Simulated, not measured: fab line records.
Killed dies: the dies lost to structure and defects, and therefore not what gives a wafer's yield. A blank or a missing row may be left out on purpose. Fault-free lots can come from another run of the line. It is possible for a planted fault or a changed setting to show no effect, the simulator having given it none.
Struck lot and sound lot, side by side || flow sky130 || 15 out of 708 route steps
Sound: the wafers L506.1, L506.3, L506.5. Struck: wafers L515.2, L515.3, L515.5. At the end, the cause is stated.
At each step with rows: each side's tool, then ch and its chambers, then its first start. Under that, the readings that differ: sound wafers || struck wafers || difference of the means || sigmas: that difference in standard deviations of wafers without a fault.
alike: readings whose means differ by less than 2 such deviations, and words and numbers that are the same on both sides. not compared: withheld readings, readings that some wafer has no value for, bounds like >300 that may hide the same value, and numbers for which the record gives no deviation and whose values overlap.
Wherever a step has rows on one side only, a row that says differs or no value, or a row with sigmas, the two part there. Non-overlapping numbers with no deviation appear without sigmas and do not part them. A reading missing from all wafers of one side parts the sides only when that side holds two or more wafers.

first, 1 step without rows for these wafers: SKY_LDD_HVP_IMPLANT_08.
SKY_LDD_HVP_STRIP_09: strips in O2/N2.
  sound on plasma asher-02 ch 0,1, day 22 21:28; struck on plasma asher-03 ch 0,1, day 25 22:04
  alike: drypump motor current A, oes product au, strip time to endpoint s
  not compared: rf hours counter h
SKY_LDD_HVP_TW_MEAS_10:
  struck on film metro-02, day 25 22:10; sound on film metro-03, day 22 21:34
  alike: LDD_HVP_TW
then, 7 steps without rows for these wafers: SKY_LDD_LDN_DEHYDRATE_00 (time 60 s); SKY_LDD_LDN_HMDS_01 (prime time 60 s); SKY_LDD_LDN_COAT_02 (resist thk 1140 nm); SKY_LDD_LDN_SOFTBAKE_03 (time 60 s); SKY_LDD_LDN_EXPOSE_04 (exposes mask LDNTM, target cd 700 nm); SKY_LDD_LDN_PEB_05; SKY_LDD_LDN_DEVELOP_06 (develop time 60 s).
SKY_LDD_LDN_OVL_MEAS_07:
  struck on overlay-01, day 27 02:56; sound on overlay-01, day 24 03:25
  alike: LDD_LDN_OVL
following that, these wafers have no rows for 1 step: SKY_LDD_LDN_IMPLANT_08.
SKY_LDD_LDN_IMPLANT_09:
  sound on implanter-01 ch 0, day 24 03:37; struck on implanter-04 ch 0, day 27 03:08
{"reading": "dose ions cm2", "sound": "1.2512e+13 1.2498e+13 1.2489e+13", "struck": "9.281e+12 9.28e+12 9.283e+12", "difference": -3.218e+12, "sigmas": "-99 or more"}
{"reading": "faraday current uA", "sound": "71.1 72.0 69.5", "struck": "52.4 53.8 53.0", "difference": -17.8, "sigmas": -13}
following that, these wafers have no rows for 1 step: SKY_LDD_LDN_IMPLANT_10.
-- a jump in the record: the struck wafers' starts before and after are 22 days apart (it breaks off in module LDD_LDN and resumes in module PAD_OPEN, where the first step shown is number 708 of the route) --
SKY_PAD_OPEN_PROBE_99:
  struck on prober-02, day 48 16:40; sound on prober-02, day 46 14:52
{"reading": "killed at other", "sound": "0 0 0", "struck": "1 2 1", "difference": "+1", "sigmas": "+2"}
{"reading": "model.etest.tip sonos.rs ohm sq", "sound": "2619 2599 2631", "struck": "2788 2723 2793", "difference": "+152", "sigmas": ""}
  alike: killed_at_M0_to_M3, killed_at_M4_up, killed at contacts, killed at front end, killed dies, killed open, killed short

## WHERE THEY PART
First at SKY_LDD_LDN_IMPLANT_09; last, within this record, at SKY_PAD_OPEN_PROBE_99.

WHY: what the simulator had put in
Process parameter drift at SKY_LDD_LDN_IMPLANT_09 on implanter-04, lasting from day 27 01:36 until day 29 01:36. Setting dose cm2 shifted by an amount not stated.
